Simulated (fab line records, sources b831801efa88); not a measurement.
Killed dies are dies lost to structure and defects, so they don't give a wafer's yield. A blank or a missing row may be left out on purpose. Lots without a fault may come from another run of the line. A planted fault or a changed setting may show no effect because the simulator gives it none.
Which tool did it? | flow gf180mcu | 24 lots, 72 wafers sampled, at 6 steps of a route of 602

WHAT THE GAUGES READ, wafer by wafer
GF_V2_OVL_MEAS_15. Usual: V2_OVL -4 nm, standard deviation 4.9.
lot  | measured     | on         | V2_OVL (nm) | flag
L074 | day 20 10:04 | overlay-01 | -1 1 3      |
L075 | day 21 00:13 | overlay-01 | -5 -8 -5    |
L076 | day 21 09:34 | overlay-02 | -7 -7 -6    |
L077 | day 21 13:16 | overlay-02 | -3 3 3      |
L078 | day 22 03:22 | overlay-02 | 9 -8 -4     |
L079 | day 22 05:22 | overlay-01 | -10 -7 -11  |
L080 | day 22 20:31 | overlay-01 | -3 -3 -6    |
L081 | day 23 06:57 | overlay-02 | -6 -9 4     |
L082 | day 23 19:10 | overlay-02 | 1 -3 -7     |
L083 | day 24 03:04 | overlay-02 | -3 -9 -8    |
L084 | day 24 09:10 | overlay-02 | -4 -3 -2    |
L085 | day 25 00:22 | overlay-02 | -3 -4 -3    |
L086 | day 25 06:21 | overlay-02 | 2 2 9       |
L087 | day 25 21:40 | overlay-01 | 1 -4 -3     |
L089 | day 26 03:07 | overlay-02 | -4 -6 0     |
L088 | day 26 03:28 | overlay-02 | 1 1 3       |
L090 | day 26 05:14 | overlay-02 | 0 9 -5      |
L092 | day 26 22:55 | overlay-01 | -8 0 -5     |
L091 | day 26 23:55 | overlay-02 | -9 -6 -7    |
L093 | day 27 03:36 | overlay-02 | -8 -2 -7    |
L094 | day 27 10:52 | overlay-02 | -4 -1 -8    |
L095 | day 27 20:08 | overlay-01 | -16 -7 -14  |
L096 | day 28 02:25 | overlay-01 | -13 -6 -5   |
L097 | day 28 06:24 | overlay-01 | -4 -11 -14  |

GF_V4_BOW_MEAS_05. Usual: V4_BOW 132 um, standard deviation 9.7.
lot  | measured     | on            | V4_BOW (um) | flag
L074 | day 23 14:22 | film_metro-01 | 124 121 119 |
L075 | day 24 03:53 | film_metro-02 | 137 138 132 |
L076 | day 24 12:41 | film_metro-01 | 146 133 139 |
L077 | day 24 15:48 | film_metro-03 | 136 126 128 |
L078 | day 25 05:34 | film_metro-02 | 128 128 127 |
L079 | day 25 06:24 | film_metro-01 | 141 127 130 |
L080 | day 26 00:41 | film_metro-03 | 130 132 153 |
L081 | day 26 06:09 | film_metro-01 | 128 124 129 |
L082 | day 26 22:07 | film_metro-01 | 123 129 107 |
L083 | day 27 01:31 | film_metro-03 | 162 151 149 |
L084 | day 27 05:40 | film_metro-03 | 123 128 127 |
L085 | day 27 22:33 | film_metro-03 | 138 132 138 |
L086 | day 28 03:17 | film_metro-01 | 151 139 145 |
L087 | day 28 16:37 | film_metro-01 | 137 131 126 |
L089 | day 28 22:03 | film_metro-02 | 125 129 126 |
L088 | day 28 22:45 | film_metro-01 | 130 134 135 |
L090 | day 29 00:34 | film_metro-02 | 126 130 125 |
L092 | day 29 17:41 | film_metro-02 | 134 139 148 |
L091 | day 29 18:16 | film_metro-03 | 128 117 116 |
L093 | day 29 21:16 | film_metro-02 | 124 121 137 |
L094 | day 30 02:41 | film_metro-03 | 139 141 122 |
L095 | day 30 13:48 | film_metro-03 | 134 138 149 |
L096 | day 30 18:25 | film_metro-03 | 133 135 135 |
L097 | day 30 20:38 | film_metro-02 | 129 122 133 |

GF_V5_OVL_MEAS_15. Usual: V5_OVL 1 nm, standard deviation 5.4.
lot  | measured     | on         | V5_OVL (nm) | flag
L074 | day 27 06:10 | overlay-01 | -1 1 3      |
L075 | day 27 20:55 | overlay-02 | -7 -7 -4    |
L076 | day 28 02:18 | overlay-02 | 9 5 3       |
L077 | day 28 05:23 | overlay-01 | -3 -2 -3    |
L078 | day 28 20:18 | overlay-01 | 7 2 7       |
L079 | day 28 20:41 | overlay-01 | -3 -10 2    |
L080 | day 29 12:31 | overlay-01 | 2 -6 -5     |
L081 | day 29 17:38 | overlay-02 | 8 5 4       |
L082 | day 30 07:17 | overlay-01 | -6 -3 -6    |
L083 | day 30 11:51 | overlay-02 | -14 -7 -4   |
L084 | day 30 15:40 | overlay-01 | 1 -2 0      |
L085 | day 31 07:08 | overlay-01 | 2 5 10      |
L086 | day 31 10:08 | overlay-01 | 1 7 6       |
L087 | day 31 20:50 | overlay-02 | 5 7 7       |
L089 | day 32 02:27 | overlay-01 | -4 -1 0     |
L088 | day 32 03:27 | overlay-01 | 4 0 1       |
L090 | day 32 05:52 | overlay-01 | 6 2 0       |
L092 | day 32 22:40 | overlay-02 | 1 9 -2      |
L091 | day 32 23:21 | overlay-01 | 5 2 0       |
L093 | day 33 00:20 | overlay-02 | 7 6 9       |
L094 | day 33 05:29 | overlay-02 | 9 -1 -5     |
L095 | day 33 12:19 | overlay-02 | 12 1 8      |
L096 | day 33 18:22 | overlay-02 | 2 8 -3      |
L097 | day 33 19:49 | overlay-02 | -2 -8 -8    |

WHICH TOOL RAN EACH LOT (tool, then ch and the chambers of the sampled wafers, then the start)
lot  | GF_M3_SPUTTER_02             | GF_M4_SPUTTER_03             | GF_V4_CVD_23
L074 | pvd_sputter-01, day 20 11:35 | pvd_sputter-04, day 22 14:25 | cvd_w-02 ch 0, day 24 13:30
L075 | pvd_sputter-03, day 21 01:44 | pvd_sputter-04, day 23 04:06 | cvd_w-01 ch 1, day 25 02:44
L076 | pvd_sputter-03, day 21 11:05 | pvd_sputter-02, day 23 13:13 | cvd_w-02 ch 0,1, day 25 08:43
L077 | pvd_sputter-02, day 21 15:11 | pvd_sputter-02, day 23 16:11 | cvd_w-02 ch 0,1, day 25 13:22
L078 | pvd_sputter-02, day 22 04:52 | pvd_sputter-04, day 24 05:08 | cvd_w-01 ch 0,1, day 26 04:07
L079 | pvd_sputter-02, day 22 06:52 | pvd_sputter-03, day 24 07:25 | cvd_w-02 ch 0,1, day 26 04:49
L080 | pvd_sputter-01, day 22 22:01 | pvd_sputter-02, day 25 01:52 | cvd_w-01 ch 0,1, day 26 22:24
L081 | pvd_sputter-03, day 23 08:28 | pvd_sputter-04, day 25 07:16 | cvd_w-02 ch 0,1, day 27 03:50
L082 | pvd_sputter-03, day 23 20:42 | pvd_sputter-04, day 26 00:11 | cvd_w-02 ch 0,1, day 27 19:30
L083 | pvd_sputter-02, day 24 04:37 | pvd_sputter-04, day 26 03:22 | cvd_w-01 ch 0, day 27 22:54
L084 | pvd_sputter-03, day 24 10:41 | pvd_sputter-04, day 26 08:04 | cvd_w-01 ch 0,1, day 28 02:47
L085 | pvd_sputter-03, day 25 02:34 | pvd_sputter-04, day 27 00:41 | cvd_w-01 ch 0,1, day 28 18:47
L086 | pvd_sputter-01, day 25 07:53 | pvd_sputter-03, day 27 05:31 | cvd_w-02 ch 0,1, day 28 23:43
L087 | pvd_sputter-02, day 25 23:10 | pvd_sputter-04, day 27 19:18 | cvd_w-01 ch 0,1, day 29 12:43
L089 | pvd_sputter-03, day 26 04:38 | pvd_sputter-02, day 28 00:58 | cvd_w-01 ch 0,1, day 29 18:13
L088 | pvd_sputter-01, day 26 04:59 | pvd_sputter-03, day 28 01:32 | cvd_w-01 ch 0,1, day 29 18:50
L090 | pvd_sputter-03, day 26 06:52 | pvd_sputter-04, day 28 02:53 | cvd_w-02 ch 0,1, day 29 20:37
L092 | pvd_sputter-01, day 27 00:26 | pvd_sputter-04, day 28 20:41 | cvd_w-02 ch 0,1, day 30 13:04
L091 | pvd_sputter-01, day 27 01:26 | pvd_sputter-03, day 28 21:13 | cvd_w-02 ch 0,1, day 30 14:01
L093 | pvd_sputter-01, day 27 05:10 | pvd_sputter-04, day 29 00:16 | cvd_w-01 ch 0,1, day 30 16:39
L094 | pvd_sputter-01, day 27 12:24 | pvd_sputter-02, day 29 06:19 | cvd_w-02 ch 0,1, day 30 20:24
L095 | pvd_sputter-01, day 27 21:40 | pvd_sputter-04, day 29 15:40 | cvd_w-01 ch 0,1, day 31 08:09
L096 | pvd_sputter-02, day 28 04:05 | pvd_sputter-04, day 29 22:38 | cvd_w-02 ch 0,1, day 31 12:59
L097 | pvd_sputter-01, day 28 07:55 | pvd_sputter-03, day 30 01:53 | cvd_w-02 ch 0,1, day 31 15:00
- GF_M3_SPUTTER_02: material AlCu, target thk 450 nm, time 23.9 s.
- GF_M4_SPUTTER_03: material Ti, target thk 10 nm, time 6.7 s.
- GF_V4_CVD_23: deposits W, target thk 350 nm, time 104.9 s.

WHAT THE TOOLS THEMSELVES READ (means of the sampled wafers that have a number; where no wafer has one, the mark that the record gives instead)
GF_M3_SPUTTER_02. Usual: throttle_valve_pct 29.9 %, standard deviation 1.2.
lot  | tool           | throttle_valve_pct (%) | flag
L074 | pvd_sputter-01 | 29.6                   |
L075 | pvd_sputter-03 | 30.2                   |
L076 | pvd_sputter-03 | 30.7                   |
L077 | pvd_sputter-02 | 29.8                   |
L078 | pvd_sputter-02 | 30.3                   |
L079 | pvd_sputter-02 | 30.0                   |
L080 | pvd_sputter-01 | 29.3                   |
L081 | pvd_sputter-03 | 30.8                   |
L082 | pvd_sputter-03 | 30.7                   |
L083 | pvd_sputter-02 | 30.8                   |
L084 | pvd_sputter-03 | 30.7                   |
L085 | pvd_sputter-03 | 30.5                   |
L086 | pvd_sputter-01 | 28.8                   |
L087 | pvd_sputter-02 | 30.6                   |
L089 | pvd_sputter-03 | 30.1                   |
L088 | pvd_sputter-01 | 28.8                   |
L090 | pvd_sputter-03 | 30.9                   |
L092 | pvd_sputter-01 | 28.8                   |
L091 | pvd_sputter-01 | 28.6                   |
L093 | pvd_sputter-01 | 28.9                   |
L094 | pvd_sputter-01 | 29.6                   |
L095 | pvd_sputter-01 | 29.0                   |
L096 | pvd_sputter-02 | 31.0                   |
L097 | pvd_sputter-01 | 29.0                   |

GF_M4_SPUTTER_03. Usual: throttle_valve_pct 30.4 %, standard deviation 1.2.
lot  | tool           | throttle_valve_pct (%) | flag
L074 | pvd_sputter-04 | 30.4                   |
L075 | pvd_sputter-04 | 30.7                   |
L076 | pvd_sputter-02 | 30.2                   |
L077 | pvd_sputter-02 | 31.0                   |
L078 | pvd_sputter-04 | 30.7                   |
L079 | pvd_sputter-03 | 31.1                   |
L080 | pvd_sputter-02 | 30.7                   |
L081 | pvd_sputter-04 | 29.6                   |
L082 | pvd_sputter-04 | 29.6                   |
L083 | pvd_sputter-04 | 30.6                   |
L084 | pvd_sputter-04 | 30.7                   |
L085 | pvd_sputter-04 | 31.4                   |
L086 | pvd_sputter-03 | 30.7                   |
L087 | pvd_sputter-04 | 30.5                   |
L089 | pvd_sputter-02 | 29.3                   |
L088 | pvd_sputter-03 | 30.1                   |
L090 | pvd_sputter-04 | 30.4                   |
L092 | pvd_sputter-04 | 31.7                   |
L091 | pvd_sputter-03 | 30.6                   |
L093 | pvd_sputter-04 | 29.5                   |
L094 | pvd_sputter-02 | 31.1                   |
L095 | pvd_sputter-04 | 30.4                   |
L096 | pvd_sputter-04 | 30.4                   |
L097 | pvd_sputter-03 | 30.8                   |

GF_V4_CVD_23. Usual: chamber_pressure_Torr 40.00 Torr, standard deviation 0.082; heater_power_outer_w 548 W, standard deviation 24; heater_power_w 855 W, standard deviation 40.
lot  | tool     | chamber_pressure_Torr (Torr) | heater_power_outer_w (W) | heater_power_w (W) | flag
L074 | cvd_w-02 | 40.01                        | 515                      | 784                |
L075 | cvd_w-01 | 40.02                        | 572                      | 866                |
L076 | cvd_w-02 | 40.01                        | 523                      | 830                |
L077 | cvd_w-02 | 39.98                        | 520                      | 814                |
L078 | cvd_w-01 | 39.90                        | 564                      | 849                |
L079 | cvd_w-02 | 40.10                        | 535                      | 816                |
L080 | cvd_w-01 | 39.89                        | 572                      | 866                |
L081 | cvd_w-02 | 39.98                        | 519                      | 830                |
L082 | cvd_w-02 | 39.91                        | 533                      | 853                |
L083 | cvd_w-01 | 40.06                        | 563                      | 868                |
L084 | cvd_w-01 | 39.98                        | 565                      | 873                |
L085 | cvd_w-01 | 40.15                        | 569                      | 865                |
L086 | cvd_w-02 | 39.99                        | 516                      | 823                |
L087 | cvd_w-01 | 39.99                        | 571                      | 873                |
L089 | cvd_w-01 | 40.03                        | 567                      | 867                |
L088 | cvd_w-01 | 39.99                        | 570                      | 869                |
L090 | cvd_w-02 | 39.98                        | 534                      | 852                |
L092 | cvd_w-02 | 40.07                        | 540                      | 868                |
L091 | cvd_w-02 | 39.96                        | 526                      | 831                |
L093 | cvd_w-01 | 40.10                        | 572                      | 874                |
L094 | cvd_w-02 | 40.03                        | 526                      | 836                |
L095 | cvd_w-01 | 39.97                        | 566                      | 873                |
L096 | cvd_w-02 | 39.94                        | 540                      | 877                |
L097 | cvd_w-02 | 40.04                        | 528                      | 829                |

THE ANSWER, worked out from the rows above alone
Rule: a lot is off if the mean of its wafers that have a number lies more than 3 standard deviations from the usual mean. A lot without any number at a reading at which 4 lots or more have one is off too. The other lots that the step has rows for count as sound. The gauges are gone through in route order, then the tools' own readings, and for those a lot's mean is taken as printed above. The first step at which some lot is off is used, and at that step the reading that is off furthest; a lot without a number counts as furthest.
No lot is off at any reading shown: from this, nothing can be told.

WHAT THE SIMULATOR HAD PUT IN
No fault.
